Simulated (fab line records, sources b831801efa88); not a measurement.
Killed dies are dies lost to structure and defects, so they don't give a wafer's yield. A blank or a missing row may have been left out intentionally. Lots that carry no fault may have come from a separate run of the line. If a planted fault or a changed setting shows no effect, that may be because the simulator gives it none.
What tool caused it? / flow gf180mcu / 72 wafers from 24 lots sampled at 4 of the route's 602 steps

## WHAT EACH GAUGE READ, for each wafer
GF_V2_RS_MEAS_24: uses a four-point probe to measure. Usual: V2_W_RS gives 0.327 ohm/sq (standard deviation 0.0041).
lot=L074; measured=day 20 04:43; on=film-metro-03; V2_W_RS (ohm/sq)=0.330 0.322 0.326; flag=
lot=L075; measured=day 20 16:57; on=film-metro-02; V2_W_RS (ohm/sq)=0.322 0.328 0.330; flag=
lot=L076; measured=day 21 01:34; on=film-metro-03; V2_W_RS (ohm/sq)=0.328 0.331 0.323; flag=
lot=L077; measured=day 21 10:39; on=film-metro-02; V2_W_RS (ohm/sq)=0.327 0.331 0.330; flag=
lot=L078; measured=day 22 07:44; on=film-metro-02; V2_W_RS (ohm/sq)=0.331 0.331 0.326; flag=
lot=L079; measured=day 22 13:40; on=film-metro-03; V2_W_RS (ohm/sq)=0.324 0.332 0.327; flag=
lot=L080; measured=day 23 02:06; on=film-metro-02; V2_W_RS (ohm/sq)=0.322 0.332 0.330; flag=
lot=L081; measured=day 23 10:49; on=film-metro-04; V2_W_RS (ohm/sq)=0.330 0.323 0.329; flag=
lot=L082; measured=day 23 11:54; on=film-metro-03; V2_W_RS (ohm/sq)=0.331 0.324 0.326; flag=
lot=L083; measured=day 23 19:39; on=film-metro-03; V2_W_RS (ohm/sq)=0.325 0.322 0.329; flag=
lot=L084; measured=day 24 03:27; on=film-metro-04; V2_W_RS (ohm/sq)=0.324 0.328 0.325; flag=
lot=L085; measured=day 24 14:53; on=film-metro-04; V2_W_RS (ohm/sq)=0.321 0.313 0.319; flag=
lot=L086; measured=day 24 21:22; on=film-metro-02; V2_W_RS (ohm/sq)=0.328 0.334 0.335; flag=
lot=L087; measured=day 25 03:13; on=film-metro-02; V2_W_RS (ohm/sq)=0.328 0.324 0.326; flag=
lot=L088; measured=day 25 14:55; on=film-metro-03; V2_W_RS (ohm/sq)=0.326 0.330 0.335; flag=
lot=L089; measured=day 26 04:32; on=film-metro-04; V2_W_RS (ohm/sq)=0.330 0.331 0.331; flag=
lot=L090; measured=day 26 04:52; on=film-metro-02; V2_W_RS (ohm/sq)=0.334 0.328 0.333; flag=
lot=L091; measured=day 26 10:39; on=film-metro-03; V2_W_RS (ohm/sq)=0.333 0.333 0.328; flag=
lot=L092; measured=day 26 16:58; on=film-metro-03; V2_W_RS (ohm/sq)=0.326 0.331 0.329; flag=
lot=L093; measured=day 27 01:20; on=film-metro-02; V2_W_RS (ohm/sq)=0.327 0.330 0.329; flag=
lot=L094; measured=day 27 05:04; on=film-metro-04; V2_W_RS (ohm/sq)=0.324 0.327 0.327; flag=
lot=L095; measured=day 27 11:27; on=film-metro-04; V2_W_RS (ohm/sq)=0.323 0.322 0.326; flag=
lot=L096; measured=day 27 16:10; on=film-metro-03; V2_W_RS (ohm/sq)=0.329 0.324 0.322; flag=
lot=L097; measured=day 27 22:56; on=film-metro-03; V2_W_RS (ohm/sq)=0.326 0.321 0.328; flag=

GF_V5_THK_MEAS_01. Usual: V5_CVD_00_THK gives 299 nm (standard deviation 3.3).
lot=L074; measured=day 26 04:26; on=film-metro-01; V5_CVD_00_THK (nm)=297 299 296; flag=
lot=L075; measured=day 26 17:01; on=film-metro-01; V5_CVD_00_THK (nm)=298 296 298; flag=
lot=L076; measured=day 26 22:23; on=film-metro-02; V5_CVD_00_THK (nm)=296 299 299; flag=
lot=L077; measured=day 27 06:53; on=film-metro-04; V5_CVD_00_THK (nm)=297 300 298; flag=
lot=L078; measured=day 28 00:30; on=film-metro-04; V5_CVD_00_THK (nm)=293 294 295; flag=
lot=L079; measured=day 28 07:03; on=film-metro-04; V5_CVD_00_THK (nm)=295 291 304; flag=
lot=L080; measured=day 28 20:35; on=film-metro-01; V5_CVD_00_THK (nm)=302 300 299; flag=
lot=L081; measured=day 28 23:34; on=film-metro-02; V5_CVD_00_THK (nm)=299 301 299; flag=
lot=L082; measured=day 29 01:54; on=film-metro-01; V5_CVD_00_THK (nm)=295 296 300; flag=
lot=L083; measured=day 29 08:22; on=film-metro-01; V5_CVD_00_THK (nm)=301 300 299; flag=
lot=L084; measured=day 29 13:09; on=film-metro-04; V5_CVD_00_THK (nm)=298 300 301; flag=
lot=L085; measured=day 30 01:02; on=film-metro-04; V5_CVD_00_THK (nm)=298 298 298; flag=
lot=L086; measured=day 30 06:07; on=film-metro-04; V5_CVD_00_THK (nm)=301 298 299; flag=
lot=L087; measured=day 30 09:29; on=film-metro-04; V5_CVD_00_THK (nm)=292 298 296; flag=
lot=L088; measured=day 30 21:49; on=film-metro-01; V5_CVD_00_THK (nm)=296 296 296; flag=
lot=L089; measured=day 31 06:14; on=film-metro-02; V5_CVD_00_THK (nm)=296 299 297; flag=
lot=L090; measured=day 31 08:41; on=film-metro-04; V5_CVD_00_THK (nm)=304 298 302; flag=
lot=L091; measured=day 31 12:48; on=film-metro-02; V5_CVD_00_THK (nm)=295 294 301; flag=
lot=L092; measured=day 31 19:16; on=film-metro-02; V5_CVD_00_THK (nm)=299 297 297; flag=
lot=L093; measured=day 32 00:49; on=film-metro-01; V5_CVD_00_THK (nm)=303 299 305; flag=
lot=L094; measured=day 32 05:26; on=film-metro-01; V5_CVD_00_THK (nm)=302 304 299; flag=
lot=L095; measured=day 32 10:20; on=film-metro-01; V5_CVD_00_THK (nm)=299 300 301; flag=
lot=L096; measured=day 32 15:32; on=film-metro-04; V5_CVD_00_THK (nm)=302 303 304; flag=
lot=L097; measured=day 32 19:31; on=film-metro-01; V5_CVD_00_THK (nm)=301 305 301; flag=

## EACH LOT AND THE TOOL THAT RAN IT (in order: tool; ch and the chambers of the sampled wafers; start)
lot=L074; GF_CONTACT_CMP_04=cmp-02 ch 1,3, day 14 21:40; GF_V1_STRIP_18=plasma-asher-01 ch 0,1, day 18 01:30
lot=L075; GF_CONTACT_CMP_04=cmp-01 ch 1,3, day 15 14:40; GF_V1_STRIP_18=plasma-asher-02 ch 0,1, day 18 13:31
lot=L076; GF_CONTACT_CMP_04=cmp-02 ch 0,2,3, day 15 19:20; GF_V1_STRIP_18=plasma-asher-02 ch 0,1, day 18 20:50
lot=L077; GF_CONTACT_CMP_04=cmp-02 ch 0,2,3, day 16 04:19; GF_V1_STRIP_18=plasma-asher-02 ch 0,1, day 19 06:38
lot=L078; GF_CONTACT_CMP_04=cmp-01 ch 0,2,3, day 17 02:07; GF_V1_STRIP_18=plasma-asher-03 ch 0,1, day 20 04:11
lot=L079; GF_CONTACT_CMP_04=cmp-02 ch 1,2,3, day 17 07:10; GF_V1_STRIP_18=plasma-asher-03 ch 0,1, day 20 10:53
lot=L080; GF_CONTACT_CMP_04=cmp-02 ch 1,2,3, day 17 19:35; GF_V1_STRIP_18=plasma-asher-01 ch 0,1, day 20 23:17
lot=L081; GF_CONTACT_CMP_04=cmp-02 ch 1,2,3, day 18 02:17; GF_V1_STRIP_18=plasma-asher-02 ch 0,1, day 21 05:49
lot=L082; GF_CONTACT_CMP_04=cmp-02 ch 0,2,3, day 18 04:58; GF_V1_STRIP_18=plasma-asher-03 ch 0,1, day 21 09:38
lot=L083; GF_CONTACT_CMP_04=cmp-02 ch 1,2, day 18 13:26; GF_V1_STRIP_18=plasma-asher-01 ch 0,1, day 21 17:28
lot=L084; GF_CONTACT_CMP_04=cmp-01 ch 1,2, day 18 19:23; GF_V1_STRIP_18=plasma-asher-02 ch 0,1, day 21 23:35
lot=L085; GF_CONTACT_CMP_04=cmp-01 ch 1,3, day 19 10:23; GF_V1_STRIP_18=plasma-asher-01 ch 0,1, day 22 13:32
lot=L086; GF_CONTACT_CMP_04=cmp-02 ch 1,2,3, day 19 16:07; GF_V1_STRIP_18=plasma-asher-02 ch 0,1, day 22 19:17
lot=L087; GF_CONTACT_CMP_04=cmp-02 ch 0,1,2, day 19 22:20; GF_V1_STRIP_18=plasma-asher-03 ch 0,1, day 23 01:44
lot=L088; GF_CONTACT_CMP_04=cmp-01 ch 0,1,2, day 20 14:28; GF_V1_STRIP_18=plasma-asher-03 ch 0,1, day 23 16:07
lot=L089; GF_CONTACT_CMP_04=cmp-01 ch 2,3, day 21 02:46; GF_V1_STRIP_18=plasma-asher-03 ch 0,1, day 24 04:26
lot=L090; GF_CONTACT_CMP_04=cmp-02 ch 2,3, day 21 04:52; GF_V1_STRIP_18=plasma-asher-01 ch 0,1, day 24 05:44
lot=L091; GF_CONTACT_CMP_04=cmp-02 ch 0,1,2, day 21 10:59; GF_V1_STRIP_18=plasma-asher-01 ch 0,1, day 24 11:55
lot=L092; GF_CONTACT_CMP_04=cmp-02 ch 0,1,3, day 21 18:05; GF_V1_STRIP_18=plasma-asher-03 ch 0,1, day 24 18:32
lot=L093; GF_CONTACT_CMP_04=cmp-02 ch 0,2,3, day 22 03:12; GF_V1_STRIP_18=plasma-asher-01 ch 0,1, day 25 03:23
lot=L094; GF_CONTACT_CMP_04=cmp-02 ch 0,2, day 22 09:14; GF_V1_STRIP_18=plasma-asher-02 ch 0,1, day 25 08:01
lot=L095; GF_CONTACT_CMP_04=cmp-01 ch 0,1,2, day 22 17:25; GF_V1_STRIP_18=plasma-asher-02 ch 0,1, day 25 13:29
lot=L096; GF_CONTACT_CMP_04=cmp-02 ch 1,2,3, day 22 20:46; GF_V1_STRIP_18=plasma-asher-01 ch 0,1, day 25 18:29
lot=L097; GF_CONTACT_CMP_04=cmp-02 ch 0,1,2, day 23 05:38; GF_V1_STRIP_18=plasma-asher-03 ch 0,1, day 26 02:13
- GF_CONTACT_CMP_04: polishes SiO2.
- GF_V1_STRIP_18: strips in O2/N2.

## AS READ BY THE TOOLS THEMSELVES (means over the sampled wafers that have a number; for cases with no such wafer, the mark the record gives instead)
GF_CONTACT_CMP_04. Usual: motor-current-A 12.7 A, standard deviation 1.8; time-to-endpoint-s 109 s, standard deviation 5.9.
lot=L074; tool=cmp-02; motor-current-A (A)=11.3; time-to-endpoint-s (s)=111; flag=
lot=L075; tool=cmp-01; motor-current-A (A)=12.8; time-to-endpoint-s (s)=104; flag=
lot=L076; tool=cmp-02; motor-current-A (A)=13.5; time-to-endpoint-s (s)=108; flag=
lot=L077; tool=cmp-02; motor-current-A (A)=13.5; time-to-endpoint-s (s)=108; flag=
lot=L078; tool=cmp-01; motor-current-A (A)=11.9; time-to-endpoint-s (s)=107; flag=
lot=L079; tool=cmp-02; motor-current-A (A)=12.8; time-to-endpoint-s (s)=114; flag=
lot=L080; tool=cmp-02; motor-current-A (A)=12.9; time-to-endpoint-s (s)=104; flag=
lot=L081; tool=cmp-02; motor-current-A (A)=12.9; time-to-endpoint-s (s)=106; flag=
lot=L082; tool=cmp-02; motor-current-A (A)=13.3; time-to-endpoint-s (s)=106; flag=
lot=L083; tool=cmp-02; motor-current-A (A)=14.2; time-to-endpoint-s (s)=106; flag=
lot=L084; tool=cmp-01; motor-current-A (A)=13.1; time-to-endpoint-s (s)=111; flag=
lot=L085; tool=cmp-01; motor-current-A (A)=12.8; time-to-endpoint-s (s)=109; flag=
lot=L086; tool=cmp-02; motor-current-A (A)=12.7; time-to-endpoint-s (s)=117; flag=
lot=L087; tool=cmp-02; motor-current-A (A)=13.0; time-to-endpoint-s (s)=108; flag=
lot=L088; tool=cmp-01; motor-current-A (A)=12.6; time-to-endpoint-s (s)=107; flag=
lot=L089; tool=cmp-01; motor-current-A (A)=11.3; time-to-endpoint-s (s)=113; flag=
lot=L090; tool=cmp-02; motor-current-A (A)=13.0; time-to-endpoint-s (s)=111; flag=
lot=L091; tool=cmp-02; motor-current-A (A)=12.7; time-to-endpoint-s (s)=117; flag=
lot=L092; tool=cmp-02; motor-current-A (A)=11.5; time-to-endpoint-s (s)=114; flag=
lot=L093; tool=cmp-02; motor-current-A (A)=13.6; time-to-endpoint-s (s)=108; flag=
lot=L094; tool=cmp-02; motor-current-A (A)=14.3; time-to-endpoint-s (s)=112; flag=
lot=L095; tool=cmp-01; motor-current-A (A)=12.9; time-to-endpoint-s (s)=108; flag=
lot=L096; tool=cmp-02; motor-current-A (A)=12.9; time-to-endpoint-s (s)=109; flag=
lot=L097; tool=cmp-02; motor-current-A (A)=12.9; time-to-endpoint-s (s)=109; flag=

GF_V1_STRIP_18. Usual: drypump-motor-current-A 5.6 A, standard deviation 0.41; heater-power-w 320 W, standard deviation 28; oes-product-au 0.593 a.u., standard deviation 0.005; platen-temp-c 250.03 C, standard deviation 0.19.
lot=L074; tool=plasma-asher-01; drypump-motor-current-A (A)=5.6; heater-power-w (W)=338; oes-product-au (a.u.)=0.593; platen-temp-c (C)=250.28; flag=
lot=L075; tool=plasma-asher-02; drypump-motor-current-A (A)=5.7; heater-power-w (W)=323; oes-product-au (a.u.)=0.595; platen-temp-c (C)=250.06; flag=
lot=L076; tool=plasma-asher-02; drypump-motor-current-A (A)=5.7; heater-power-w (W)=323; oes-product-au (a.u.)=0.590; platen-temp-c (C)=250.19; flag=
lot=L077; tool=plasma-asher-02; drypump-motor-current-A (A)=5.8; heater-power-w (W)=340; oes-product-au (a.u.)=0.592; platen-temp-c (C)=250.12; flag=
lot=L078; tool=plasma-asher-03; drypump-motor-current-A (A)=5.6; heater-power-w (W)=300; oes-product-au (a.u.)=0.592; platen-temp-c (C)=249.89; flag=
lot=L079; tool=plasma-asher-03; drypump-motor-current-A (A)=5.6; heater-power-w (W)=298; oes-product-au (a.u.)=0.594; platen-temp-c (C)=250.22; flag=
lot=L080; tool=plasma-asher-01; drypump-motor-current-A (A)=5.6; heater-power-w (W)=328; oes-product-au (a.u.)=0.589; platen-temp-c (C)=249.90; flag=
lot=L081; tool=plasma-asher-02; drypump-motor-current-A (A)=5.8; heater-power-w (W)=336; oes-product-au (a.u.)=0.594; platen-temp-c (C)=250.14; flag=
lot=L082; tool=plasma-asher-03; drypump-motor-current-A (A)=5.6; heater-power-w (W)=295; oes-product-au (a.u.)=0.596; platen-temp-c (C)=250.15; flag=
lot=L083; tool=plasma-asher-01; drypump-motor-current-A (A)=5.8; heater-power-w (W)=308; oes-product-au (a.u.)=0.592; platen-temp-c (C)=250.00; flag=
lot=L084; tool=plasma-asher-02; drypump-motor-current-A (A)=5.9; heater-power-w (W)=338; oes-product-au (a.u.)=0.591; platen-temp-c (C)=249.95; flag=
lot=L085; tool=plasma-asher-01; drypump-motor-current-A (A)=5.8; heater-power-w (W)=305; oes-product-au (a.u.)=0.595; platen-temp-c (C)=249.82; flag=
lot=L086; tool=plasma-asher-02; drypump-motor-current-A (A)=5.7; heater-power-w (W)=321; oes-product-au (a.u.)=0.594; platen-temp-c (C)=250.05; flag=
lot=L087; tool=plasma-asher-03; drypump-motor-current-A (A)=5.6; heater-power-w (W)=302; oes-product-au (a.u.)=0.596; platen-temp-c (C)=250.18; flag=
lot=L088; tool=plasma-asher-03; drypump-motor-current-A (A)=5.2; heater-power-w (W)=314; oes-product-au (a.u.)=0.598; platen-temp-c (C)=249.88; flag=
lot=L089; tool=plasma-asher-03; drypump-motor-current-A (A)=5.3; heater-power-w (W)=318; oes-product-au (a.u.)=0.595; platen-temp-c (C)=250.33; flag=
lot=L090; tool=plasma-asher-01; drypump-motor-current-A (A)=5.8; heater-power-w (W)=307; oes-product-au (a.u.)=0.589; platen-temp-c (C)=250.06; flag=
lot=L091; tool=plasma-asher-01; drypump-motor-current-A (A)=5.8; heater-power-w (W)=310; oes-product-au (a.u.)=0.592; platen-temp-c (C)=250.18; flag=
lot=L092; tool=plasma-asher-03; drypump-motor-current-A (A)=5.6; heater-power-w (W)=299; oes-product-au (a.u.)=0.596; platen-temp-c (C)=250.11; flag=
lot=L093; tool=plasma-asher-01; drypump-motor-current-A (A)=5.8; heater-power-w (W)=310; oes-product-au (a.u.)=0.588; platen-temp-c (C)=249.91; flag=
lot=L094; tool=plasma-asher-02; drypump-motor-current-A (A)=5.7; heater-power-w (W)=331; oes-product-au (a.u.)=0.596; platen-temp-c (C)=249.99; flag=
lot=L095; tool=plasma-asher-02; drypump-motor-current-A (A)=5.7; heater-power-w (W)=322; oes-product-au (a.u.)=0.595; platen-temp-c (C)=249.99; flag=
lot=L096; tool=plasma-asher-01; drypump-motor-current-A (A)=5.8; heater-power-w (W)=313; oes-product-au (a.u.)=0.588; platen-temp-c (C)=249.84; flag=
lot=L097; tool=plasma-asher-03; drypump-motor-current-A (A)=5.2; heater-power-w (W)=321; oes-product-au (a.u.)=0.597; platen-temp-c (C)=249.85; flag=

## THE ANSWER, worked out from the rows above alone
Rule: a lot is off if the mean of its wafers that have a number lies more than 3 standard deviations from the usual mean. A lot without any number at a reading at which 4 lots or more have one is off too. All remaining lots with rows at the step are treated as sound. After the gauges, taken in route order, come the tools' own readings; for these a lot's mean is taken, as printed above. At the first step where some lot is off, the reading lying furthest off is the one used; lots without a number count as furthest.
No lot is off at any reading shown: from this, nothing can be told.

## WHAT HAD BEEN PUT IN BY THE SIMULATOR
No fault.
